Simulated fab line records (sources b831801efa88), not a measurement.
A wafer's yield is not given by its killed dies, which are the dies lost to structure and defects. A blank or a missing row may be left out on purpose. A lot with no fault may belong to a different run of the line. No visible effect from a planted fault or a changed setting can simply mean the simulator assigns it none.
8D (eight disciplines) problem report, filled in by code / flow sky130 / the parts of the form that need people (team, actions taken, sign-off) are left out

1. WHAT IS WRONG
Mean of killed-at-front-end at SKY_PAD_OPEN_PROBE_99: 59 across 6 wafers in 2 lots; on wafers with no fault it is 15 (standard deviation 4.1). That puts it +11 standard deviations away from the usual mean.
Seen first at day 46 05:26 on prober-02, wafer L365.3. The record has a number at this step for 9 wafers belonging to 3 lots. The rule behind "out" and "out of limits": a value lying over 4 standard deviations away from the usual mean. The other wafers with a number count as sound.

2. WHAT IT IS AND WHAT IT IS NOT
question=which readings at this step | is=killed-at-front-end | is not=killed_at_M0_to_M3, killed-at-contacts, killed-short
question=which lots | is=L365, L368 | is not=L376
question=which wafers of those lots | is=all that have a number | is not=-
question=read on which tools | is=prober-01, prober-02 | is not=-
question=when | is=from day 46 05:26 | is not=up to then (0 sound wafers); but 3 sound wafers of L376 came after

3. SUSPECTS, AND WHAT RULES EACH OUT
Counting: a tool at a process step up to the reading stays a suspect if it ran every lot that is out and no sound lot after the first of them.
- rie-diel-02 at SKY_FIELD_ISO_ETCH_15 (etches the open film in CHF3/O2, stops on Si, target depth 180 nm, time 72 s): kept. It ran every lot that is out, first L365 (day 2 15:42), and no sound lot after that.
- pecvd-01 at SKY_PASSIVATION_CVD_02 (deposits Si3N4, target thk 540 nm): ruled out as a lasting fault. Sound lots L376 ran on it after its first lot that is out, L365 (day 44 07:33).
After counting, what remains is rie-diel-02 at SKY_FIELD_ISO_ETCH_15.

4. THE CAUSE (what the simulator had put in)
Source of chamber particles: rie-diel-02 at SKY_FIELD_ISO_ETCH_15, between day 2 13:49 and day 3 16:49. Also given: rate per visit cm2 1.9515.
This tool alone remained once counting was done.

5. THE CHAIN OF EFFECTS, in route order
Each row: a reading whose mean over the struck wafers that have a number lies more than 3 standard deviations from the usual. Only readings for which the record gives a usual standard deviation are gone through. hours: the time from each lot's start at the first step in this table that gives one to its start at this step, as a median over the lots. sigmas: the change in usual standard deviations.
hours=0; step=SKY_PAD_OPEN_PROBE_99; reading=killed-at-front-end; usual=15; on struck wafers=59; change=+44; sigmas=+11
hours=0; step=SKY_PAD_OPEN_PROBE_99; reading=killed-dies; usual=85; on struck wafers=131; change=+46; sigmas=+5.0
Its process steps:
- SKY_PAD_OPEN_PROBE_99

6. HOW IT WOULD HAVE BEEN CAUGHT EARLIER
In this record no reading fell out of limits until day 46 05:26, 1048 hours after the fault had begun at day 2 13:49.
Tool readings at SKY_FIELD_ISO_ETCH_15 with a usual standard deviation given in the record: none out on any struck wafer, hence no alarm at a limit of 4 standard deviations on them.
The start of SKY_FIELD_ISO_ETCH_15 on rie-diel-02 came by day 46 05:26 for every one of the lots that are out (2). A hold on the tool at that time would have spared none of them.
